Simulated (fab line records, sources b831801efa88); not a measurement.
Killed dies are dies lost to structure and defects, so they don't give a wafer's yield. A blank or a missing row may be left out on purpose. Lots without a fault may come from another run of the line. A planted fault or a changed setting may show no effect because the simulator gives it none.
One fault seen from 2 desks | flow sky130 | each desk has only its own numbers; what lay behind them comes last

THE METROLOGY DESK
What the gauges read, lot by lot, whatever tool the lot ran on: means of the sampled wafers that have a number. A lot is out of limits, marked OUT, if its mean lies more than 4 standard deviations from the usual mean; the brackets give that distance.
Columns: A = VT_ADJUST_PCH_OVL at SKY_VT_ADJUST_PCH_OVL_MEAS_07, usual 0.6 nm; B = VT_ADJUST_PCH_TW at SKY_VT_ADJUST_PCH_TW_MEAS_10, usual 143.4; C = cd_nm at SKY_SONOS_TUNNEL_CD_MEAS_07, usual 409.2 nm
lot  | first seen here | A    | B     | C
L186 | day 13 17:42    | 1.6  | 143.0 | 409.8
L188 | day 14 08:47    | 0.6  | 143.0 | 411.3
L190 | day 14 20:26    | -1.7 | 143.7 | 409.7
L191 | day 15 09:41    | -0.3 | 144.8 | 412.2
L192 | day 15 11:14    | 2.6  | 143.6 | 411.5
L198 | day 17 10:29    | 1.7  | 143.0 | 409.9
L199 | day 17 16:01    | 0.5  | 143.6 | 410.4
This desk's finding: nothing out of limits on any of the 7 lots.

THE TOOL OWNER'S DESK: litho_track-03
The tool's own readings at SKY_SONOS_TUNNEL_COAT_02 (resist thk 1140 nm): means of the sampled wafers that have a number, for each lot that ran on this tool. A lot is out of limits, marked OUT, if its mean lies more than 4 standard deviations from the usual mean; the brackets give that distance.
Columns: A = spin_speed_rpm at SKY_SONOS_TUNNEL_COAT_02, usual 2999.8 rpm
lot  | first seen here | A
L188 | day 14 22:01    | 3000.4
L190 | day 15 10:08    | 3122.3 (+51) OUT
L191 | day 15 23:08    | 3123.3 (+51) OUT
L192 | day 16 00:43    | 3123.4 (+51) OUT
This desk's finding: out of limits on L190, L191, L192; first on L190, day 15 10:08 (spin_speed_rpm at SKY_SONOS_TUNNEL_COAT_02). In limits: L188.

PUT TOGETHER
The tool owner's desk could have raised an alarm at day 15 10:08, on L190, L191, L192.
The metrology desk saw nothing out of limits.
The metrology desk has L190, L191, L192 on record, within its limits.
Of the lots named, all ran SKY_SONOS_TUNNEL_COAT_02 on litho_track-03.

WHAT THE SIMULATOR HAD PUT IN
Process parameter drift: litho_track-03, from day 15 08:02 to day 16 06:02, at SKY_SONOS_TUNNEL_COAT_02. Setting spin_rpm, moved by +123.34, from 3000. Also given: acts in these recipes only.
Lots struck among those shown: L190, L191, L192.
Hours from the fault's start to each desk's first reading out of limits: the tool owner's desk, 2.
